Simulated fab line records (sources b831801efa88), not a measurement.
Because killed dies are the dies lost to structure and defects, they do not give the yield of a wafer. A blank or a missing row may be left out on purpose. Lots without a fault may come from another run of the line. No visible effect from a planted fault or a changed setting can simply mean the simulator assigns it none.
A lot that was struck, set against a sound lot | flow sky130 | 15 out of 708 route steps
Sound: wafers L498.3, L498.4, L498.5. Struck: wafers L517.1, L517.6. (L517.4 of the same lot was not struck and is left out.) The cause comes at the end.
At each step with rows: each side's tool, then ch and its chambers, then its first start. Under that, the readings that differ: sound wafers | struck wafers | difference of the means | sigmas: that difference in standard deviations of wafers without a fault.
alike: words and numbers the same on both sides, and readings whose means are apart by under 2 such deviations; not compared: readings that were withheld, readings missing a value for some wafer, numbers with overlapping values and no deviation given by the record, and bounds like >300 which may hide the same value.
A row with sigmas, a row that says differs or no value, or rows on one side alone: a step with any of these is where the two part. Non-overlapping numbers with no deviation appear without sigmas and do not part them. A reading missing from all wafers of one side parts the sides only when that side holds two or more wafers.

first, 1 step without rows for these wafers: SKY_METAL2_DEVELOP_14 (develop time 60 s).
SKY_METAL2_CD_MEAS_15 targets a cd of 140 nm.
  sound: cdSem-01 at day 35 02:11; struck: cdSem-01 at day 41 00:04
  alike: cdNm
SKY_METAL2_OVL_MEAS_16:
  sound: overlay-02 at day 35 02:16; struck: overlay-01 at day 41 00:11
  alike: METAL2_OVL
SKY_METAL2_DESCUM_17: chemistry O2, time 8 s.
  sound on rieMetal-01 ch 0,1, day 35 02:19; struck on rieMetal-02 ch 0,1, day 41 00:13
  alike: drypumpMotorCurrentA, heBacksideLeakSccm, oesProductAu
  not compared: rfHoursCounterH
SKY_METAL2_ETCH_18: etches BARC in N2/H2, stops on SiO2, time 45.9 s, target depth 60 nm.
  sound on rieMetal-01 ch 0,1, day 35 02:21; struck on rieMetal-02 ch 0,1, day 41 00:15
reading                   | sound             | struck      | difference | sigmas
heBacksideLeakSccm (sccm) | 3.2 3.3 3.2       | 3.5 5.0     | +1.0       | +3
oesProductAu (a.u.)       | 0.851 0.842 0.861 | 0.860 0.863 | +0.010     | +2
  alike: drypumpMotorCurrentA, h2FlowSccm, n2FlowSccm, throttleValvePct
  not compared: rfHoursCounterH
SKY_METAL2_METAL_ETCH_19: etches the open film in Cl2/BCl3, stops on SiO2, target depth 360 nm, time 78 s.
  sound on rieMetal-01 ch 0,1, day 35 02:25; struck on rieMetal-02 ch 0,1, day 41 00:19
  alike: drypumpMotorCurrentA, heBacksideLeakSccm, oesProductAu, throttleValvePct
  not compared: rfHoursCounterH
SKY_METAL2_STRIP_20: strips in O2/N2.
  sound on plasmaAsher-01 ch 0,1, day 35 02:31; struck on plasmaAsher-03 ch 1, day 41 00:24
  alike: drypumpMotorCurrentA, n2FlowSccm, oesProductAu, stripTimeToEndpointS
  not compared: rfHoursCounterH
then, 4 steps without rows for these wafers: SKY_METAL2_STRIP_21 (strips in post etch residue remover, time 1200 s); SKY_METAL2_CLEAN_22 (cleans in IPA, time 180 s); SKY_METAL2_CLEAN_23 (cleans in O3/DIW); SKY_VIA2_HDPCVD_00 (deposits SiO2, target thk 1180 nm, time 196.7 s).
SKY_VIA2_THK_MEAS_01:
  sound: filmMetro-01 at day 35 03:16; struck: filmMetro-02 at day 41 01:11
  alike: VIA2_HDPCVD_THK
SKY_VIA2_CMP_02: polishes SiO2.
  sound on cmp-02 ch 1,2,3, day 35 03:21; struck on cmp-02 ch 1, day 41 01:17
reading         | sound             | struck      | difference | sigmas
platenRpm (rpm) | 60.03 59.97 60.06 | 53.98 54.03 | -6.02      | -99 or more
  alike: motorCurrentA
SKY_VIA2_BOW_MEAS_03:
  sound: filmMetro-03 at day 35 03:38; struck: filmMetro-02 at day 41 01:32
  alike: VIA2_BOW
SKY_PAD_OPEN_PROBE_99:
  the record has rows for the sound wafers here (prober-01, day 45 18:27) and none for the struck ones

## WHERE THEY PART
Earliest at SKY_METAL2_ETCH_18; latest, in this record, at SKY_PAD_OPEN_PROBE_99.

WHY: whatever the simulator had introduced
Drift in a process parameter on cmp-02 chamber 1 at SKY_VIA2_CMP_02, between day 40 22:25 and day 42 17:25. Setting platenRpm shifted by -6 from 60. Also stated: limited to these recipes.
